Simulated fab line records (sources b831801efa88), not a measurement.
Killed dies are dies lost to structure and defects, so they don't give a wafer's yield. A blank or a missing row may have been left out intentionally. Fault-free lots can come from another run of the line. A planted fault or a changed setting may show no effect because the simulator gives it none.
One fault through the eyes of 2 desks | flow gf180mcu | each desk holds nothing but its own numbers, with what lay behind them at the end

## DESK OF THE TOOL OWNER: ilineStepper-02
The tool's own readings at GF_VT_IMPLANT_EXPOSE_04 (exposes mask LVPWELL LV AREA, target cd 600 nm): means of the sampled wafers that have a number, for each lot that ran on this tool. Marked OUT: a lot whose mean sits more than 4 standard deviations from the usual mean, which makes it out of limits; the brackets give that distance.
Columns: A = exposureDoseMJCm2 at GF_VT_IMPLANT_EXPOSE_04, usual 140.02; B = focusOffsetNm at GF_VT_IMPLANT_EXPOSE_04, usual 0.1 nm
lot  | first seen here | A                | B
L640 | day 5 14:34     | 139.95           | 0.3
L641 | day 5 21:28     | 139.86           | 0.5
L642 | day 6 01:59     | 139.96           | 0.0
L646 | day 7 05:25     | 148.35 (+52) OUT | 0.5
L647 | day 7 10:26     | 148.32 (+52) OUT | -0.3
This desk's finding: out of limits on L646, L647; first on L646, day 7 05:25 (exposureDoseMJCm2 at GF_VT_IMPLANT_EXPOSE_04). L640, L641, L642 stayed within limits.

## AT THE METROLOGY DESK
What the gauges read for every lot (on any tool): the sampled wafers with a number, averaged. Marked OUT: a lot whose mean sits more than 4 standard deviations from the usual mean, which makes it out of limits; the brackets give that distance.
Columns: A = CONTACT_W_THK at GF_CONTACT_THK_MEAS_26, usual 297 nm; B = M2_ALCU_THK at GF_M2_THK_MEAS_06, usual 456 nm
lot  | first seen here | A   | B
L639 | day 16 05:32    | 300 | 455
L640 | day 16 17:03    | 298 | 466
L641 | day 16 20:46    | 291 | 454
L642 | day 17 07:47    | 299 | 460
L646 | day 19 00:40    | 293 | 458
L647 | day 19 06:38    | 302 | 460
L654 | day 21 21:15    | 291 | 460
L655 | day 22 06:55    | 293 | 456
L656 | day 22 08:56    | 296 | 453
L657 | day 22 16:47    | 301 | 459
L659 | day 23 13:01    | 301 | 455
This desk's finding: nothing out of limits on any of the 11 lots.

## BROUGHT TOGETHER
The tool owner's desk could have raised an alarm at day 7 05:25, on L646, L647.
At the metrology desk, nothing out of limits was observed.
The metrology desk has L646, L647 on record, within its limits.
On ilineStepper-02, each named lot ran GF_VT_IMPLANT_EXPOSE_04.

## WHAT THE SIMULATOR PUT IN
Process parameter drift: ilineStepper-02, from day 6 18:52 on, at GF_VT_IMPLANT_EXPOSE_04. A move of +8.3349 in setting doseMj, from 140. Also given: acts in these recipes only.
Lots struck among those shown: L646, L647.
Hours from the fault's start to each desk's first reading out of limits: the tool owner's desk, 11.
